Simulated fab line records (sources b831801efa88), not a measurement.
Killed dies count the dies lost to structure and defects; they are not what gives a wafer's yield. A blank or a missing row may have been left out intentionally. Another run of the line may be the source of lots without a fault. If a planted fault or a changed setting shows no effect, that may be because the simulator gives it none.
Struck lot and sound lot, side by side + flow sky130 + 17 steps out of a route of 708
Sound: wafers L780.2, L780.4, L780.6. Wafers L783.2, L783.3, L783.6 were the ones struck. The cause is named last.
For every step that has rows: the tool of each side, followed by ch and its chambers, followed by its first start. Under that, the readings that differ: sound wafers + struck wafers + difference of the means + sigmas: that difference in standard deviations of wafers without a fault.
alike: readings whose means differ by less than 2 such deviations, and words and numbers that are the same on both sides. not compared: withheld readings, readings that some wafer has no value for, bounds like >300 that may hide the same value, and numbers for which the record gives no deviation and whose values overlap.
The two part at a step that has a row with sigmas, a row that says differs or no value, or rows on one side only. Numbers that don't overlap but have no deviation are shown without sigmas and don't part them. A reading that every wafer of one side lacks parts them only if that side has two wafers or more.

first, 1 step without rows for these wafers: SKY_VT_ADJUST_LVTN_IMPLANT_19.
SKY_VT_ADJUST_LVTN_STRIP_20: strips in O2/N2.
  sound on plasmaAsher-02 ch 0,1, day 7 20:05; struck on plasmaAsher-02 ch 0,1, day 8 12:00
  alike: drypumpMotorCurrentA, oesProductAu, stripTimeToEndpointS
  not compared: rfHoursCounterH
SKY_VT_ADJUST_LVTN_TW_MEAS_21:
  sound on filmMetro-04, day 7 20:11; struck on filmMetro-01, day 8 12:07
  alike: VT_ADJUST_LVTN_2_TW
then, 7 steps without rows for these wafers: SKY_VT_ADJUST_NCORE_DEHYDRATE_00 (time 60 s); SKY_VT_ADJUST_NCORE_HMDS_01 (prime time 60 s); SKY_VT_ADJUST_NCORE_COAT_02 (resist thk 1140 nm); SKY_VT_ADJUST_NCORE_SOFTBAKE_03 (time 60 s); SKY_VT_ADJUST_NCORE_EXPOSE_04 (exposes mask LVTN COMPLEMENT THIN, target cd 380 nm); SKY_VT_ADJUST_NCORE_PEB_05; SKY_VT_ADJUST_NCORE_DEVELOP_06 (develop time 60 s).
SKY_VT_ADJUST_NCORE_CD_MEAS_07 targets a cd of 380 nm.
  sound on cdSem-01, day 8 16:14; struck on cdSem-01, day 9 08:35
  alike: cdNm
SKY_VT_ADJUST_NCORE_OVL_MEAS_08:
  sound on overlay-01, day 8 16:20; struck on overlay-02, day 9 08:41
  alike: VT_ADJUST_NCORE_OVL
SKY_VT_ADJUST_NCORE_IMPLANT_09:
  sound on implanter-03 ch 0, day 8 16:23; struck on implanter-04 ch 0, day 9 08:44
| reading                  | sound             | struck               | difference | sigmas      |
|--------------------------|-------------------|----------------------|------------|-------------|
| beamEnergyKeV            | 9.996 9.998 9.998 | 13.192 13.186 13.190 | +3.192     | +99 or more |
| model.implant.rpNm (nm)  | 33.29 33.29 33.29 | 43.41 43.41 43.41    | +10.12     |             |
| model.implant.drpNm (nm) | 17.11 17.11 17.11 | 20.9 20.9 20.9       | +3.8       |             |
SKY_VT_ADJUST_NCORE_STRIP_10: strips in O2/N2.
  sound on plasmaAsher-04 ch 0, day 8 16:31; struck on plasmaAsher-04 ch 0, day 9 08:52
  alike: drypumpMotorCurrentA, oesProductAu, stripTimeToEndpointS
  not compared: rfHoursCounterH
SKY_VT_ADJUST_NCORE_TW_MEAS_11:
  sound on filmMetro-04, day 8 16:38; struck on filmMetro-04, day 9 08:59
| reading            | sound             | struck            | difference | sigmas |
|--------------------|-------------------|-------------------|------------|--------|
| VT_ADJUST_NCORE_TW | 221.2 220.5 220.9 | 235.8 236.1 236.4 | +15.2      | +12    |
then, 1 step without rows for these wafers: SKY_VT_ADJUST_HVTR_DEHYDRATE_00 (time 60 s).
-- a jump in the record: the struck wafers' starts before and after are 37 days apart (it breaks off in module VT_ADJUST_HVTR and resumes in module PAD_OPEN, where the first step shown is number 708 of the route) --
SKY_PAD_OPEN_PROBE_99:
  sound on prober-02, day 45 17:15; struck on prober-02, day 46 05:10
| reading                               | sound                         | struck                       | difference | sigmas |
|---------------------------------------|-------------------------------|------------------------------|------------|--------|
| model.etest.nfet_16v.rOnOhmUm         | 1.386e+04 1.384e+04 1.382e+04 | 1.497e+04 1.491e+04 1.51e+04 | +1.153e+03 |        |
| model.etest.resPwellUnderGate.rsOhmSq | 2284 2276 2266                | 2240 2254 2255               | -26        |        |
| model.etest.pfet_16v.driveUaUm        | 242 236.5 240.2               | 247 251.8 253.5              | +11        |        |
| model.etest.pfetG5v0d10v5.offLog10AUm | -13.13 -13.12 -12.82          | -11.59 -12.1 -11.52          | +1.29      |        |
| model.etest.pfetG5v0d10v5.vtSatV (V)  | -0.6926 -0.6941 -0.6615       | -0.5733 -0.6053 -0.5601      | +0.1032    |        |
| model.etest.pfet_16v.vtV (V)          | -1.129 -1.133 -1.121          | -1.055 -1.069 -1.063         | +0.065     |        |
| model.etest.pfetG5v0d10v5.vtV (V)     | -0.8761 -0.871 -0.8402        | -0.7951 -0.8243 -0.7878      | +0.0600    |        |
| model.etest.pfetG5v0d10v5.vtLongV (V) | -0.9514 -0.9577 -0.9448       | -0.8997 -0.9175 -0.9087      | +0.0427    |        |
  alike: killed_at_M0_to_M3, killed_at_M4_up, killedAtContacts, killedAtFrontEnd, killedAtOther, killedDies, killedOpen, killedShort

WHERE THEY PART
Last at SKY_VT_ADJUST_NCORE_TW_MEAS_11 as far as this record goes, first at SKY_VT_ADJUST_NCORE_IMPLANT_09. Later steps at which nothing parts them and some readings are alike: SKY_PAD_OPEN_PROBE_99.

WHY: what had been put in by the simulator
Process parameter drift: implanter-04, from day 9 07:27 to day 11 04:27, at SKY_VT_ADJUST_NCORE_IMPLANT_09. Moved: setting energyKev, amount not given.
